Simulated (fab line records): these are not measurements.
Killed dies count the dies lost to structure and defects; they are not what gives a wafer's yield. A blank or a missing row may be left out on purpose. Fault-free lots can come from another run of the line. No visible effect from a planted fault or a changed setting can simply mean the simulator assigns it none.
Problem report, 8D (eight disciplines) form, completed by code	flow gf180mcu	the parts of the form that need people (team, actions taken, sign-off) are left out

## 1. WHAT IS WRONG
cd_nm at GF_V2_CD_MEAS_14 reads a mean of 252.4 nm on 6 wafers of 2 lots; wafers without a fault read 260.3 nm with a standard deviation of 1.2. Relative to the usual mean, that is a shift of -6.6 standard deviations.
The step: target cd 260 nm.
The first sign was on wafer L599.3 at day 22 20:21, on cd_sem-01. The record holds 36 wafers of 12 lots with a number at this step. Rule for "out" (also "out of limits"): further than 4 standard deviations from the usual mean. Any other wafer with a number is counted as sound.

## 2. WHAT IT IS; WHAT IT IS NOT
question	is	is not
which readings at this step	cd_nm	-
which lots	L599, L602	L594, L597, L608, L609, L610, L611, L612, L613, L614, L616
which wafers of those lots	all that have a number	-
read on which gauges	cd_sem-01, cd_sem-02	-
when	from day 22 20:21	up to then (6 sound wafers); but 24 sound wafers of L608, L609, L610, L611, L612, L613, L614, L616 came after

## 3. WHAT RULES OUT EACH SUSPECT
Counting: a tool stays on the suspect list if, at a process step up to the reading, it processed all lots that are out and no sound lot following the first of them.
- the gauge at GF_V2_CD_MEAS_14 is ruled out. Those wafers that are out were read across 2 gauges (cd_sem-01, cd_sem-02).
- cmp-01 at GF_V2_CMP_04 (polishes SiO2): ruled out as a lasting fault. Sound lots L608, L609, L611, L614, L616 ran on it after its first lot that is out, L599 (day 21 20:40).
- litho_track-04 at GF_V2_PEB_12 (peb time 90 s): ruled out as a lasting fault. Sound lots L609, L610, L611, L612, L613 ran on it after its first lot that is out, L599 (day 22 20:02).
Left after counting: nothing in the record.

## 4. THE CAUSE (what the simulator had put in)
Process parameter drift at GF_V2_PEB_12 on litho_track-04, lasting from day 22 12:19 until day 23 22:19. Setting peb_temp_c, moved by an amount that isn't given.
The count ruled it out by mistake, since the rule takes a fault to strike every lot its tool runs from the start of the fault on, and this one did not do so.

## 5. THE CHAIN OF EFFECTS, in route order
Rows list readings where the struck wafers' mean (over those with a number) sits beyond 3 standard deviations from the usual. Only readings for which the record gives a usual standard deviation are gone through. hours: the time from each lot's start at the first step in this table that gives one to its start at this step, as a median over the lots. sigmas: the change in usual standard deviations.
hours	step	reading	usual	on struck wafers	change	sigmas
0	GF_V2_PEB_12	heater_power_total_W	85.70 W	83.60	-2.10	-25
0	GF_V2_PEB_12	plate_temp_C	135.01 C	132.60	-2.41	-19
0	GF_V2_CD_MEAS_14	cd_nm	260.3 nm	252.4	-7.9	-6.6
Process steps it contains:
- GF_V2_PEB_12: peb time 90 s.

## 6. WHAT WOULD HAVE CAUGHT IT SOONER
Counted from the fault's start at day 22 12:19, it took 8 hours until the first out-of-limits reading at a measuring or inspecting step in this record, taken at day 22 20:21.
The tool's own readings at GF_V2_PEB_12 were out on every struck wafer that the step has a row for (heater_power_total_W, plate_temp_C): an alarm limit on them would have fired on the first of those.
